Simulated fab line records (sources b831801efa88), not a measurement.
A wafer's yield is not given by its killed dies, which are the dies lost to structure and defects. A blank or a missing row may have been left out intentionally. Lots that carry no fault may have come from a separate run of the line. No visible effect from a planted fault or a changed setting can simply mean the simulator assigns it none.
Which tool did it? | flow sky130 | Sampling: 11 lots, 33 wafers, 5 of 708 route steps

WHAT THE GAUGES SHOWED, per wafer
SKY_VIA4_THK_MEAS_20: measures by xrf. Usual: VIA4_W_THK gives 494 nm (standard deviation 11).
lot  | measured     | on            | VIA4_W_THK (nm) | flag
L909 | day 44 03:44 | film-metro-04 | 478 491 484     |
L911 | day 44 07:56 | film-metro-03 | 487 500 501     |
L912 | day 44 09:12 | film-metro-02 | 506 512 501     |
L913 | day 44 16:17 | film-metro-04 | 473 486 475     |
L915 | day 45 10:28 | film-metro-04 | 479 483 486     |
L920 | day 46 09:14 | film-metro-02 | 497 494 488     |
L922 | day 46 13:26 | film-metro-03 | 493 491 497     |
L924 | day 47 01:45 | film-metro-02 | 494 494 499     |
L926 | day 47 11:27 | film-metro-04 | 481 484 477     |
L927 | day 47 18:08 | film-metro-02 | 493 489 488     |
L929 | day 48 10:13 | film-metro-02 | 501 511 503     |

SKY_PASSIVATION_THK_MEAS_01. Usual: PASSIVATION_CVD_00_THK gives 90.1 nm (standard deviation 1.3).
lot  | measured     | on            | PASSIVATION_CVD_00_THK (nm) | flag
L909 | day 45 02:59 | film-metro-04 | 89.6 90.9 90.5              |
L911 | day 45 07:37 | film-metro-04 | 89.6 89.7 91.7              |
L912 | day 45 08:34 | film-metro-01 | 88.8 91.5 91.6              |
L913 | day 45 14:48 | film-metro-04 | 91.6 91.6 90.5              |
L915 | day 46 09:04 | film-metro-04 | 89.6 88.7 90.1              |
L920 | day 47 07:24 | film-metro-04 | 161.9 89.7 91.0             | OFF
L922 | day 47 12:11 | film-metro-04 | 89.8 89.4 91.4              |
L924 | day 47 23:01 | film-metro-01 | 87.8 90.1 89.5              |
L926 | day 48 08:40 | film-metro-01 | 89.2 88.6 90.7              |
L927 | day 48 15:14 | film-metro-01 | 89.5 90.9 90.7              |
L929 | day 49 06:32 | film-metro-01 | 87.7 87.3 89.7              |

SKY_PASSIVATION_THK_MEAS_03. Usual: PASSIVATION_CVD_02_THK gives 542 nm (standard deviation 7.3).
lot  | measured     | on            | PASSIVATION_CVD_02_THK (nm) | flag
L909 | day 45 03:23 | film-metro-01 | 526 530 534                 |
L911 | day 45 07:53 | film-metro-04 | 532 541 550                 |
L912 | day 45 08:50 | film-metro-04 | 544 553 553                 |
L913 | day 45 15:05 | film-metro-04 | 535 543 539                 |
L915 | day 46 09:20 | film-metro-03 | 533 535 546                 |
L920 | day 47 07:41 | film-metro-01 | 548 542 556                 |
L922 | day 47 12:28 | film-metro-04 | 543 541 556                 |
L924 | day 47 23:25 | film-metro-03 | 529 542 534                 |
L926 | day 48 08:56 | film-metro-03 | 543 538 548                 |
L927 | day 48 15:31 | film-metro-04 | 528 531 545                 |
L929 | day 49 06:49 | film-metro-03 | 541 547 547                 |

EACH LOT AND THE TOOL THAT RAN IT (in order: tool; ch and the chambers of the sampled wafers; start)
lot  | SKY_METAL5_DESCUM_14              | SKY_PASSIVATION_CVD_00
L909 | rie-metal-02 ch 0,1, day 45 02:05 | pecvd-04 ch 0,1,2, day 45 02:58
L911 | rie-metal-03 ch 0,1, day 45 06:42 | pecvd-01 ch 0,1, day 45 07:35
L912 | rie-metal-04 ch 0,1, day 45 07:31 | pecvd-03 ch 1,2, day 45 08:31
L913 | rie-metal-04 ch 0,1, day 45 13:52 | pecvd-01 ch 0,1,2, day 45 14:47
L915 | rie-metal-02 ch 0,1, day 46 08:09 | pecvd-03 ch 1,2, day 46 09:02
L920 | rie-metal-04 ch 0,1, day 47 06:31 | pecvd-03 ch 0,1,2, day 47 07:23
L922 | rie-metal-04 ch 0,1, day 47 10:57 | pecvd-01 ch 0,1,2, day 47 12:10
L924 | rie-metal-03 ch 1, day 47 21:52   | pecvd-04 ch 0,1,2, day 47 23:00
L926 | rie-metal-02 ch 0, day 48 07:46   | pecvd-04 ch 0,2, day 48 08:38
L927 | rie-metal-04 ch 0,1, day 48 14:21 | pecvd-01 ch 1,2, day 48 15:13
L929 | rie-metal-04 ch 0,1, day 49 05:39 | pecvd-04 ch 0,2, day 49 06:31
- SKY_METAL5_DESCUM_14: chemistry O2, time 11 s.
- SKY_PASSIVATION_CVD_00: deposits SiO2, target thk 90 nm.

AS READ BY THE TOOLS THEMSELVES (means over the sampled wafers that have a number; for cases with no such wafer, the mark the record gives instead)
SKY_METAL5_DESCUM_14. Usual: drypump-motor-current-A 5.72 A, standard deviation 0.24; oes-product-au 0.997 a.u., standard deviation 0.012; rf-fwd-power-W 146.6 W, standard deviation 0.65.
lot  | tool         | drypump-motor-current-A (A) | oes-product-au (a.u.) | rf-fwd-power-W (W) | flag
L909 | rie-metal-02 | 6.06                        | 0.997                 | 147.7              |
L911 | rie-metal-03 | 5.61                        | 0.995                 | 146.6              |
L912 | rie-metal-04 | 5.69                        | 0.995                 | 145.9              |
L913 | rie-metal-04 | 5.70                        | 1.005                 | 146.2              |
L915 | rie-metal-02 | 5.80                        | 1.008                 | 147.6              |
L920 | rie-metal-04 | 5.71                        | 0.999                 | 146.1              |
L922 | rie-metal-04 | 5.70                        | 0.991                 | 145.9              |
L924 | rie-metal-03 | 5.49                        | 1.012                 | 146.9              |
L926 | rie-metal-02 | 6.29                        | 1.000                 | 147.2              |
L927 | rie-metal-04 | 5.72                        | 0.994                 | 146.6              |
L929 | rie-metal-04 | 5.68                        | 0.999                 | 146.0              |

SKY_PASSIVATION_CVD_00. Usual: heater-power-w 633 W, standard deviation 94; rf-fwd-power-W 588 W, standard deviation 3.4; susceptor-temp-C 399.99 C, standard deviation 0.24.
lot  | tool     | heater-power-w (W) | rf-fwd-power-W (W) | susceptor-temp-C (C) | flag
L909 | pecvd-04 | 565                | 594                | 400.15               |
L911 | pecvd-01 | 607                | 592                | 399.95               |
L912 | pecvd-03 | 683                | 586                | 399.90               |
L913 | pecvd-01 | 629                | 589                | 399.93               |
L915 | pecvd-03 | 713                | 585                | 399.75               |
L920 | pecvd-03 | 653                | 585                | 400.17               |
L922 | pecvd-01 | 626                | 589                | 399.85               |
L924 | pecvd-04 | 594                | 592                | 399.76               |
L926 | pecvd-04 | 596                | 589                | 400.40               |
L927 | pecvd-01 | 664                | 592                | 400.16               |
L929 | pecvd-04 | 534                | 592                | 399.98               |

THE ANSWER, worked out from the rows above alone
Rule: take the mean of a lot's wafers that have a number; if it is more than 3 standard deviations from the usual mean, the lot is off. Also off: a lot with no number at a reading for which 4 or more lots have one. Where the step has rows for the other lots, those lots are counted as sound. The gauges are gone through in route order, then the tools' own readings, and for those a lot's mean is taken as printed above. The first step at which some lot is off is used, and at that step the reading that is off furthest; a lot without a number counts as furthest.
Off: L920, seen at SKY_PASSIVATION_THK_MEAS_01 (PASSIVATION_CVD_00_THK).
If a tool, at a process step before that reading, ran all the lots that are off and no sound lot after the first of them, it fits. Those tools and the gauges at SKY_PASSIVATION_THK_MEAS_01 are tried in the same way. One candidate fits, namely pecvd-03 at SKY_PASSIVATION_CVD_00. A fault onset in the window from L915 (day 46 09:02, its last sound lot) to L920 (day 47 07:23, its first lot off) fits.

WHAT WAS PUT IN BY THE SIMULATOR
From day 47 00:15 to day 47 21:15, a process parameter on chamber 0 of pecvd-03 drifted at SKY_PASSIVATION_CVD_00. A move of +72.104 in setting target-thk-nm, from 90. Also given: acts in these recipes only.
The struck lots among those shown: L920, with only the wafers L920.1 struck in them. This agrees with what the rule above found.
